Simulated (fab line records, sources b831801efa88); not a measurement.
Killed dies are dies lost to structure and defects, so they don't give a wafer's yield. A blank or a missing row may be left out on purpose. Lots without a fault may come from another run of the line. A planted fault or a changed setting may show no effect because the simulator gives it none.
fab line records | flow sky130
record lots=12 wafers=36 last_day=50
route steps=708 shown METAL1@452 METAL3@565 VIA3@575 PAD_OPEN@708
lots that met no fault: from a run of the same line without faults
start_h: hours from the record's first day to the start of the lot's first wafer shown | wait_h: hours since the lot's step before | " the same as in the row above | L1.1+2: a row that stands for several wafers | - no value, or no start given | * or withheld: withheld | < > ~ a bound
route shown NAME@n: a module of which the file shows steps, and the number in the route of the first | usual: mean/standard deviation of fault-free wafers | same: alike in all rows | chamber/n: place in a boat | sites: the reading at each site | _std_site: their standard deviation | _edge_site: outer sites' mean less inner sites' | radius_mm: how far each site lies from the wafer's centre | mask NAME#n: copy n | behind: the tool/chamber that last shaped the wafer | hold: why the lot was held/for how many hours/how that ended | device: the transistor (n, p or np) that didn't switch | end of line: the same wafers' tests at the end of the route | a step without rows: its recipe alone | killed: dies lost to structure and defects at the first sort, not the wafer's yield | map: a wafer's dies, x killed, . not, _ none there
set.NAME: the setting as run; set.NAME@STEP: as run at that earlier step | model.NAME: the simulator's own value behind a step, which no gauge read
steps of the route over a sample of lots; a table a step, a row a wafer
services: from which hour (start_h, from the record's first day; less than 0 if before it) a tool's chamber was out of use, for how many hours, and why
## steps
# step SKY_METAL1_ETCH_18
# recipe chemistry=N2/H2 target=BARC ion_energy_ev=200 bias_w=100 pressure_mtorr=30 n2_flow_sccm=100 h2_flow_sccm=200 icp_w=500 stop_on=SiO2 time_s=45.9 target_depth_a=600
# usual bias_w=100.00/0.26 drypump_motor_current_A=5.83/0.26 oes_product_au=0.855/0.0045 throttle_valve_pct=13.225/0.0089
# columns lot.wafer tool chamber start_h wait_h bias_w drypump_motor_current_A oes_product_au rf_hours_counter_h throttle_valve_pct
L568.3 rie_metal-01 1 772.59 0.0 100.13 5.72 0.860 - 13.218
L568.5 " 0 " " 99.78 6.04 0.856 - 13.235
L568.6 " 1 " " 100.13 5.71 0.855 - 13.228
L569.1 rie_metal-04 0 777.22 0.0 100.01 6.19 0.850 4 13.236
L569.2 " 1 " " 100.18 5.35 0.857 12 13.223
L569.3 " 1 " " 100.03 5.36 0.855 - 13.222
L570.1 rie_metal-04 0 784.22 0.0 99.88 6.20 0.848 4 13.230
L570.3 " 0 " " 100.04 6.21 0.849 - 13.236
L570.6 " 0 " " 99.84 6.18 0.858 - 13.229
L574.3 rie_metal-03 0 826.73 0.1 99.68 5.78 0.852 - 13.233
L574.4 " 0 " " 100.06 5.77 0.854 - 13.226
L574.6 " 0 " " 100.02 5.79 0.857 - 13.228
L576.4 rie_metal-04 0 852.23 0.0 99.74 6.18 0.852 - 13.219
L576.5 " 1 " " 100.47 5.32 0.865 - 13.222
L576.6 " 0 " " 99.85 6.17 0.854 - 13.225
L577.2 rie_metal-04 1 858.15 0.0 100.24 5.33 0.851 15 13.231
L577.5 " 0 " " 99.62 6.16 0.850 - 13.210
L577.6 " 1 " " 100.15 5.36 0.856 - 13.224
L581.3 rie_metal-01 0 875.13 0.1 100.16 6.01 0.856 - 13.234
L581.5 " 0 " " 100.27 6.02 0.858 - 13.216
L581.6 " 0 " " 100.27 6.01 0.856 - 13.220
L580.1 rie_metal-03 0 882.32 0.1 99.94 5.79 0.855 16 13.218
L580.2 " 0 " " 99.81 5.77 0.849 - 13.227
L580.5 " 0 " " 99.68 5.79 0.852 - 13.229
L583.1 rie_metal-03 0 895.82 0.1 99.13 5.79 0.862 17 13.216
L583.3 " 0 " " 99.42 5.78 0.862 - 13.229
L583.4 " 0 " " 100.05 5.77 0.855 - 13.212
L582.1 rie_metal-01 0 896.36 0.1 99.73 6.06 0.855 10 13.214
L582.3 " 0 " " 100.05 6.01 0.855 - 13.216
L582.6 " 0 " " 100.12 6.04 0.855 - 13.236
L585.4 rie_metal-01 0 906.87 0.1 100.06 6.02 0.860 - 13.222
L585.5 " 0 " " 99.72 6.01 0.858 - 13.215
L585.6 " 0 " " 99.73 6.03 0.850 - 13.241
L589.1 rie_metal-01 1 928.29 0.0 99.56 5.73 0.858 0 13.226
L589.3 " 0 " " 99.98 6.04 0.861 - 13.226
L589.4 " 1 " " 99.94 5.74 0.855 - 13.230
# step SKY_METAL3_DESCUM_15
# recipe chemistry=O2 source_power_w=150 bias_power_w=0 pressure_mtorr=10 temp_c=40 time_s=8
# usual drypump_motor_current_A=5.95/0.21 oes_product_au=0.998/0.011
# columns lot.wafer tool chamber start_h wait_h drypump_motor_current_A oes_product_au rf_hours_counter_h
L568.3 rie_metal-02 0 910.11 0.0 6.21 1.007 -
L568.5 " 0 " " 6.18 1.001 -
L568.6 " 1 " " 5.83 0.983 -
L569.1 rie_metal-04 0 913.17 0.0 6.15 1.011 9
L569.2 " 0 " " 6.16 1.011 -
L569.3 " 0 " " 6.12 1.016 -
L570.1 rie_metal-02 1 919.00 0.0 5.86 0.987 17
L570.3 " 0 " " 6.16 1.002 -
L570.6 " 0 " " 6.18 1.002 -
L574.3 rie_metal-01 1 959.68 0.0 5.73 0.988 -
L574.4 " 0 " " 6.02 1.012 -
L574.6 " 0 " " 6.05 1.001 -
L576.4 rie_metal-02 1 982.98 0.0 5.86 0.982 -
L576.5 " 0 " " 6.20 1.002 -
L576.6 " 1 " " 5.86 0.990 -
L577.2 rie_metal-04 1 989.27 0.0 5.36 0.991 3
L577.5 " 0 " " 6.17 1.018 -
L577.6 " 1 " " 5.32 0.988 -
L581.3 rie_metal-02 0 1003.68 0.0 6.18 0.988 -
L581.5 " 1 " " 5.84 0.982 -
L581.6 " 0 " " 6.19 0.997 -
L580.1 rie_metal-02 0 1012.22 0.0 6.18 1.009 13
L580.2 " 1 " " 5.85 0.984 22
L580.5 " 1 " " 5.87 0.990 -
L583.1 rie_metal-01 0 1021.92 0.0 6.03 0.988 19
L583.3 " 0 " " 6.04 1.006 -
L583.4 " 1 " " 5.71 0.994 -
L582.1 rie_metal-01 1 1023.37 0.0 5.73 0.989 5
L582.3 " 1 " " 5.72 1.003 -
L582.6 " 0 " " 6.04 1.004 -
L585.4 rie_metal-01 1 1031.18 0.0 5.75 1.001 -
L585.5 " 0 " " 6.01 1.006 -
L585.6 " 1 " " 5.74 0.995 -
L589.1 rie_metal-02 0 1051.12 0.0 6.17 0.996 14
L589.3 " 0 " " 6.17 1.008 -
L589.4 " 1 " " 5.86 0.988 -
# step SKY_VIA3_CMP_02
# recipe material=SiO2 down_force_psi=4 platen_rpm=60 pad_velocity_m_s=0.94248
# usual head_pressure_psi=3.999/0.0086 motor_current_A=12.0/1.5 slurry_flow_ml_min=150.0/0.46
# columns lot.wafer tool chamber start_h wait_h head_pressure_psi motor_current_A slurry_flow_ml_min
L568.3 cmp-02 3 911.64 0.2 3.996 14.0 150.2
L568.6 " 0 " " 3.997 11.4 149.3
L568.5 " 1 " " 3.982 11.8 150.4
L569.2 cmp-02 0 914.86 0.3 3.994 11.5 149.4
L569.1 " 1 " " 4.007 11.5 149.3
L569.3 " 2 " " 4.005 10.7 149.8
L570.3 cmp-02 1 920.38 0.1 3.999 13.2 150.2
L570.1 " 2 " " 4.009 10.3 150.5
L570.6 " 1 " " 3.999 13.0 150.2
L574.4 cmp-01 3 960.95 0.2 4.006 9.6 150.2
L574.3 " 0 " " 3.993 11.6 150.2
L574.6 " 3 " " 4.000 10.3 149.7
L576.4 cmp-01 0 984.55 0.1 4.006 11.5 148.9
L576.6 " 2 " " 4.010 12.3 150.0
L576.5 " 3 " " 3.994 10.3 150.2
L577.2 cmp-02 2 990.48 0.0 3.987 10.3 150.2
L577.5 " 2 " " 3.999 10.9 149.6
L577.6 " 3 " " 3.996 13.6 150.3
L581.3 cmp-02 2 1004.87 0.1 3.988 10.5 149.8
L581.5 " 1 " " 4.017 12.0 150.2
L581.6 " 2 " " 4.006 10.4 150.3
L580.1 cmp-02 0 1013.40 0.1 3.992 10.9 150.0
L580.2 " 3 " " 3.989 13.6 149.9
L580.5 " 1 " " 3.997 11.8 149.3
L583.1 cmp-02 3 1023.08 0.1 4.009 14.2 149.5
L583.4 " 1 " " 3.988 12.2 150.2
L583.3 " 2 " " 4.011 10.4 149.7
L582.1 cmp-01 3 1025.12 0.5 3.986 9.4 149.6
L582.3 " 0 " " 3.990 11.1 149.7
L582.6 " 1 " " 4.007 14.3 149.0
L585.4 cmp-02 1 1032.37 0.1 4.009 11.9 150.7
L585.5 " 0 " " 3.998 11.8 150.1
L585.6 " 1 " " 3.983 11.6 150.4
L589.4 cmp-01 0 1052.26 0.0 4.012 11.4 149.8
L589.3 " 1 " " 3.999 14.5 149.1
L589.1 " 2 " " 3.992 12.3 149.6
# step SKY_VIA3_OVL_MEAS_13
# usual VIA3_OVL=-3/5.9
# columns lot.wafer tool chamber start_h wait_h VIA3_OVL[nm]
L568.3 overlay-01 - 936.83 0.1 -7
L568.5 " - " " 0
L568.6 " - " " -7
L569.1 overlay-02 - 940.13 0.1 -11
L569.2 " - " " 0
L569.3 " - " " -7
L570.1 overlay-01 - 945.07 0.1 -3
L570.3 " - " " -6
L570.6 " - " " -1
L574.3 overlay-02 - 984.89 0.1 1
L574.4 " - " " 0
L574.6 " - " " 4
L576.4 overlay-01 - 1008.05 0.1 -7
L576.5 " - " " 2
L576.6 " - " " -7
L577.2 overlay-02 - 1013.66 0.1 -6
L577.5 " - " " 4
L577.6 " - " " -9
L581.3 overlay-02 - 1027.64 0.1 -1
L581.5 " - " " -1
L581.6 " - " " -2
L580.1 overlay-01 - 1035.88 0.1 -4
L580.2 " - " " 0
L580.5 " - " " 2
L583.1 overlay-02 - 1045.48 0.1 -4
L583.3 " - " " -4
L583.4 " - " " -1
L582.1 overlay-01 - 1047.57 0.1 2
L582.3 " - " " -2
L582.6 " - " " -1
L585.4 overlay-02 - 1055.04 0.1 2
L585.5 " - " " -6
L585.6 " - " " -1
L589.1 overlay-01 - 1073.56 0.1 3
L589.3 " - " " 6
L589.4 " - " " -1
# step SKY_PAD_OPEN_PROBE_99
# usual defect_limited_yield=82.4/1.8 killed_at_M0_to_M3=44/6.4 killed_at_M4_up=3.6/2.1 killed_at_contacts=23/5.1 killed_at_front_end=15/4.3 killed_at_other=0.3/0.56 killed_dies=86/9 killed_open=47/6.4 killed_short=39/5.8 sort_bin_3_pad_short=0.8/0.46 sort_bin_5_function=10.4/1.4 sort_bin_6_memory=6.4/1.1 sort_n_pass=406/9 sort_yield_pct=82.4/1.8
# same gross_dies=492 killed_at_back_side=0 sort_bin_4_leakage[%]=0 sort_bin_8_speed[%]=0
# columns lot.wafer tool chamber start_h wait_h defect_limited_yield[%] killed_at_M0_to_M3 killed_at_M4_up killed_at_contacts killed_at_front_end killed_at_other killed_dies killed_open killed_short sort_bin_3_pad_short[%] sort_bin_5_function[%] sort_bin_6_memory[%] sort_n_pass sort_yield_pct[%]
L576.4 prober-01 - 1135.34 0.2 77.6 66 3 27 14 0 110 57 40 1.0 15.9 5.5 382 77.6
L576.5 prober-01 - 1135.39 0.2 72.4 105 2 12 16 1 136 45 35 3.9 17.1 6.7 356 72.4
L576.6 prober-01 - 1135.44 0.2 81.5 45 5 25 16 0 91 44 35 1.8 10.8 5.9 401 81.5
L577.2 prober-02 - 1137.28 0.1 73.4 87 9 23 11 1 131 45 35 1.4 18.3 6.9 361 73.4
L577.5 prober-02 - 1137.43 0.2 79.7 68 5 14 12 1 100 52 31 1.6 11.4 7.3 392 79.7
L577.6 prober-02 - 1137.48 0.2 72.4 98 6 23 8 1 136 39 40 4.3 18.5 4.9 356 72.4
# killed by level:class
L576.4 METAL1:unspecified=13 CONTACT:geometric_particle:open=13 VIA1:geometric_particle:open=12 VIA2:geometric_particle:open=9 FIELD_ISO:geometric_particle:short=5 VIA3:geometric_particle:short=5 VIA3:geometric_particle:open=5 LI_CONTACT:geometric_particle:short=4
L576.5 METAL1:unspecified=56 VIA1:geometric_particle:open=11 VIA2:geometric_particle:open=8 VIA3:geometric_particle:short=6 VIA2:geometric_particle:short=5 CONTACT:geometric_particle:open=5 METAL2:geometric_particle:short=5 FIELD_ISO:geometric_particle:open=4
L576.6 METAL1:unspecified=12 CONTACT:geometric_particle:open=9 FIELD_ISO:geometric_particle:open=7 VIA1:geometric_particle:open=7 VIA2:geometric_particle:open=7 LI_CONTACT:geometric_particle:open=5 CONTACT:geometric_particle:short=5 FIELD_ISO:geometric_particle:short=4
L577.2 METAL1:unspecified=50 VIA1:geometric_particle:open=11 LI_CONTACT:geometric_particle:open=7 CONTACT:geometric_particle:open=6 CONTACT:geometric_particle:short=6 VIA2:geometric_particle:open=6 METAL4:geometric_particle:short=6 VIA3:geometric_particle:open=6
L577.5 VIA1:geometric_particle:open=18 METAL1:unspecified=16 VIA1:geometric_particle:short=7 VIA2:geometric_particle:open=7 CONTACT:geometric_particle:open=6 VIA3:geometric_particle:open=6 CONTACT:geometric_particle:short=5 METAL2:geometric_particle:short=5
L577.6 METAL1:unspecified=56 METAL1:geometric_particle:short=8 LI_CONTACT:geometric_particle:open=7 CONTACT:geometric_particle:open=6 VIA1:geometric_particle:open=6 VIA3:geometric_particle:open=6 CONTACT:geometric_particle:short=5 METAL3:geometric_particle:short=4
## services
# columns tool chamber start_h hours kind
cmp-02 - 753.43 2.0 repair
rie_metal-02 1 777.16 13.6 repair
cmp-02 - 782.05 0.6 repair
cmp-02 - 822.32 3.2 repair
cmp-02 - 830.70 1.4 repair
rie_metal-01 1 857.00 50.2 repair
rie_metal-02 - 865.87 1.2 repair
cmp-02 - 870.33 1.5 repair
cmp-02 - 876.05 4.5 pm
rie_metal-01 0 881.27 10.1 repair
rie_metal-01 - 889.70 2.7 repair
cmp-02 - 890.41 1.5 repair
rie_metal-02 0 903.72 4.0 repair
rie_metal-04 - 956.59 0.4 repair
cmp-02 - 960.41 1.6 repair
rie_metal-04 0 965.27 18.7 repair
rie_metal-04 - 968.31 1.9 repair
rie_metal-04 - 974.83 5.6 repair
rie_metal-01 1 976.91 5.8 repair
cmp-02 - 985.09 2.3 repair
rie_metal-01 1 1002.51 6.5 repair
rie_metal-01 - 1011.18 1.9 repair
rie_metal-02 0 1018.10 22.7 repair
cmp-02 - 1039.13 1.7 repair
## key
first_sign step=SKY_PAD_OPEN_PROBE_99 reading=killed_at_M0_to_M3 direction=up sigmas=5.3 usual=44 struck=78 wafers_moved=5
effect step=SKY_PAD_OPEN_PROBE_99 reading=sort_bin_5_function direction=up sigmas=3.4 usual=10.4 struck=15.3 wafers_moved=4
met_at SKY_METAL1_ETCH_18
struck_lots L576,L577
not_acting_at SKY_METAL3_DESCUM_15,SKY_VIA3_CMP_02,SKY_VIA3_OVL_MEAS_13
onset_between 784.22 852.23
fault kind=chamber_particle_source tool=rie_metal-04 chamber=- onset_h=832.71 steps=SKY_METAL1_ETCH_18 rate_per_visit_cm2=1.057 end_h=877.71
